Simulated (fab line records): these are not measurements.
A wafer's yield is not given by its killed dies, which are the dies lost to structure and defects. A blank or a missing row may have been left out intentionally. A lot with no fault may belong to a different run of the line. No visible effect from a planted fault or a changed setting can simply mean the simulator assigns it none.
Comparing a struck lot with a sound one :: flow sky130 :: 44 out of 708 route steps
Sound: these wafers, L240.3, L240.4, L240.5. Struck: wafers L244.2, L244.3, L244.4. The cause comes at the end.
Per side, at each step with rows, come the tool, then ch with its chambers, and then its first start. Under that, the readings that differ: sound wafers :: struck wafers :: difference of the means :: sigmas: that difference in standard deviations of wafers without a fault.
alike: words and numbers the same on both sides, and readings whose means are apart by under 2 such deviations; not compared: readings that were withheld, readings missing a value for some wafer, numbers with overlapping values and no deviation given by the record, and bounds like >300 which may hide the same value.
A row with sigmas, a row that says differs or no value, or rows on one side alone: a step with any of these is where the two part. When numbers do not overlap yet have no deviation, they are printed without sigmas and do not part them. Lack of a reading on every wafer of one side parts them only where that side has two or more wafers.

first, 2 steps without rows for these wafers: SKY_VIA3_CLEAN_18 (cleans in IPA, time 180 s); SKY_VIA3_CLEAN_19 (cleans in O3/DIW).
SKY_VIA3_SPUTTER_20: material TiN, target thk 20 nm, time 80 s.
  sound on pvd_sputter-01 at day 42 18:52; struck on pvd_sputter-02 at day 43 17:35
  alike: chamber_pressure_pa, throttle_valve_pct
then, 1 step without rows for these wafers: SKY_VIA3_CVD_21 (deposits W, target thk 390 nm, time 117.31 s).
SKY_VIA3_RS_MEAS_22: measurement is done with a four-point probe.
  sound on film_metro-02 at day 42 19:05; struck on film_metro-03 at day 43 17:47
  alike: VIA3_W_RS
SKY_VIA3_THK_MEAS_23: measures by xrf.
  sound on film_metro-02 at day 42 19:11; struck on film_metro-03 at day 43 17:54
  alike: VIA3_W_THK
then, 1 step without rows for these wafers: SKY_VIA3_CMP_24 (polishes, stops on SiO2, t overpolish 20 s, target thk 0 nm).
SKY_METAL4_SPUTTER_00: material Ti, target thk 15 nm, time 10 s.
  sound on pvd_sputter-04 at day 42 19:32; struck on pvd_sputter-02 at day 43 18:30
  alike: chamber_pressure_pa, throttle_valve_pct
SKY_METAL4_SPUTTER_01: material TiN, target thk 20 nm, time 16.7 s.
  sound on pvd_sputter-04 at day 42 19:33; struck on pvd_sputter-02 at day 43 18:32
  alike: chamber_pressure_pa, throttle_valve_pct
then, 3 steps without rows for these wafers: SKY_METAL4_SPUTTER_02 (material AlCu, target thk 735 nm, time 39.1 s); SKY_METAL4_SPUTTER_03 (material Ti, target thk 5 nm, time 3.3 s); SKY_METAL4_SPUTTER_04 (material TiN, target thk 70 nm, time 58.3 s).
SKY_CAP2M_CVD_00: deposits SiO2, target thk 15.5 nm.
  sound on pecvd-04 ch 1,2, day 42 19:41; struck on pecvd-01 ch 0,2, day 43 18:40
reading: model.SiO2_of_CAP2M_CVD_00.thk_nm (nm)
sound: 15.2 15.27 15.19
struck: 9.281 9.351 9.086
difference: -5.981
sigmas: 
  alike: heater_power_w
SKY_CAP2M_THK_MEAS_01:
  sound on film_metro-02 at day 42 19:44; struck on film_metro-02 at day 43 18:41
reading: CAP2M_CVD_00_THK (nm)
sound: 15.19 15.31 15.22
struck: 9.27 9.35 9.09
difference: -6.00
sigmas: -25
SKY_CAP2M_SPUTTER_02: material TiN, target thk 200 nm, time 166.7 s.
  sound on pvd_sputter-03 at day 42 19:46; struck on pvd_sputter-03 at day 43 18:44
  alike: chamber_pressure_pa, throttle_valve_pct
SKY_CAP2M_RS_MEAS_03: measurement is done with a four-point probe.
  sound on film_metro-03 at day 42 19:55; struck on film_metro-03 at day 43 18:52
  alike: CAP2M_TIN_RS
SKY_CAP2M_THK_MEAS_04: measures by xrf.
  sound on film_metro-03 at day 42 20:01; struck on film_metro-03 at day 43 18:59
  alike: CAP2M_TIN_THK
then, 7 steps without rows for these wafers: SKY_CAP2M_DEHYDRATE_05 (time 60 s); SKY_CAP2M_HMDS_06 (prime time 60 s); SKY_CAP2M_COAT_07 (resist thk 1140 nm); SKY_CAP2M_SOFTBAKE_08 (time 60 s); SKY_CAP2M_EXPOSE_09 (exposes mask CAP2M, target cd 1000 nm); SKY_CAP2M_PEB_10; SKY_CAP2M_DEVELOP_11 (develop time 60 s).
SKY_CAP2M_OVL_MEAS_12:
  sound on overlay-01 at day 43 18:44; struck on overlay-02 at day 44 17:14
  alike: CAP2M_OVL
then, 13 steps without rows for these wafers: SKY_CAP2M_METAL_ETCH_13 (etches TiN in Cl2/BCl3, stops on SiO2, target depth 220 nm, time 62.9 s); SKY_CAP2M_STRIP_14 (strips in O2/N2); SKY_CAP2M_STRIP_15 (strips in post etch residue remover, time 1200 s); SKY_CAP2M_CLEAN_16 (cleans in IPA, time 180 s); SKY_CAP2M_CLEAN_17 (cleans in O3/DIW); SKY_METAL4_DEHYDRATE_05 (time 60 s); SKY_METAL4_HMDS_06 (prime time 60 s); SKY_METAL4_COAT_07 (resist thk 60.65 nm); SKY_METAL4_COAT_08 (resist thk 1140 nm); SKY_METAL4_SOFTBAKE_09 (time 90 s); SKY_METAL4_EXPOSE_10 (exposes mask MM4, target cd 300 nm); SKY_METAL4_PEB_11; SKY_METAL4_DEVELOP_12 (develop time 60 s).
SKY_METAL4_CD_MEAS_13 targets a cd of 300 nm.
  sound on cd_sem-01 at day 44 18:19; struck on cd_sem-02 at day 45 15:05
  alike: cd_nm
SKY_METAL4_OVL_MEAS_14:
  sound on overlay-01 at day 44 18:25; struck on overlay-02 at day 45 15:11
  alike: METAL4_OVL
then, 1 step without rows for these wafers: SKY_METAL4_DESCUM_15 (chemistry O2, time 8 s).
SKY_METAL4_ETCH_16: etches BARC in N2/H2, stops on SiO2, time 88.2 s, target depth 60 nm.
  sound on rie_metal-01 ch 0,1, day 44 18:30; struck on rie_metal-04 ch 0,1, day 45 15:15
  alike: drypump_motor_current_A, oes_product_au, throttle_valve_pct
  not compared: rf_hours_counter_h
SKY_METAL4_ETCH_17: etches SiO2 in C4F8/O2/Ar, stops on TiN, time 3.9 s, target depth 15 nm.
  sound on rie_diel-04 ch 0,1,3, day 44 18:34; struck on rie_diel-01 ch 0,1,3, day 45 15:21
reading: oes_product_au (a.u.)
sound: 0.756 0.757 0.748
struck: 0.605 0.605 0.593
difference: -0.153
sigmas: -21

reading: model.etch.depth_nm (nm)
sound: 15.2 15.27 15.19
struck: 9.281 9.351 9.086
difference: -5.981
sigmas: 
  not compared: rf_hours_counter_h
-- the record jumps here: 3 days lie between the struck wafers' starts before and after (it left off in module METAL4 and takes up again in module PAD_OPEN, whose first step shown is number 708 of the route) --
SKY_PAD_OPEN_PROBE_99:
  sound on prober-02 at day 48 11:22; struck on prober-02 at day 49 03:15
reading: model.etest.tester.sort_n_pass
sound: 406 401 393
struck: 0 0 0
difference: -400
sigmas: 

reading: model.etest.tester.sort_bin_5_pct (%)
sound: 8.943 10.37 11.79
struck: 91.26 92.07 92.48
difference: +81.57
sigmas: 

reading: model.etest.tester.sort_yield_pct (%)
sound: 82.52 81.5 79.88
struck: 0 0 0
difference: -81
sigmas: 

reading: model.etest.cap_mim2.bv_v (V)
sound: 14.2 13.86 13.76
struck: 8.384 8.384 8.42
difference: -5.544
sigmas: 

reading: model.etest.cap_mim2.leak_log10_a_cm2
sound: -8.968 -8.834 -8.975
struck: -6.299 -6.305 -6.085
difference: +2.696
sigmas: 

reading: model.etest.cap_mim2.c_ff_um2
sound: 2.379 2.392 2.382
struck: 3.932 3.893 4.006
difference: +1.559
sigmas: 

reading: model.etest.tester.sort_bin_4_pct (%)
sound: 0 0 0
struck: 1.441e-09 1.482e-09 7.516e-10
difference: +1.225e-09
sigmas: 

reading: model.etest.tester.sort_bin_8_pct (%)
sound: 0 0 0
struck: 3.749e-21 1.921e-18 9.753e-22
difference: +6.419e-19
sigmas: 
  alike: defect_limited_yield, killed_at_M0_to_M3, killed_at_M4_up, killed_at_contacts, killed_at_front_end, killed_at_other, killed_dies, killed_open, killed_short

WHERE THEY PART
At SKY_CAP2M_THK_MEAS_01 first; at SKY_METAL4_ETCH_17 last (within this record only). Later steps at which nothing parts them and some readings are alike: SKY_PAD_OPEN_PROBE_99.

WHY: what the simulator had put in
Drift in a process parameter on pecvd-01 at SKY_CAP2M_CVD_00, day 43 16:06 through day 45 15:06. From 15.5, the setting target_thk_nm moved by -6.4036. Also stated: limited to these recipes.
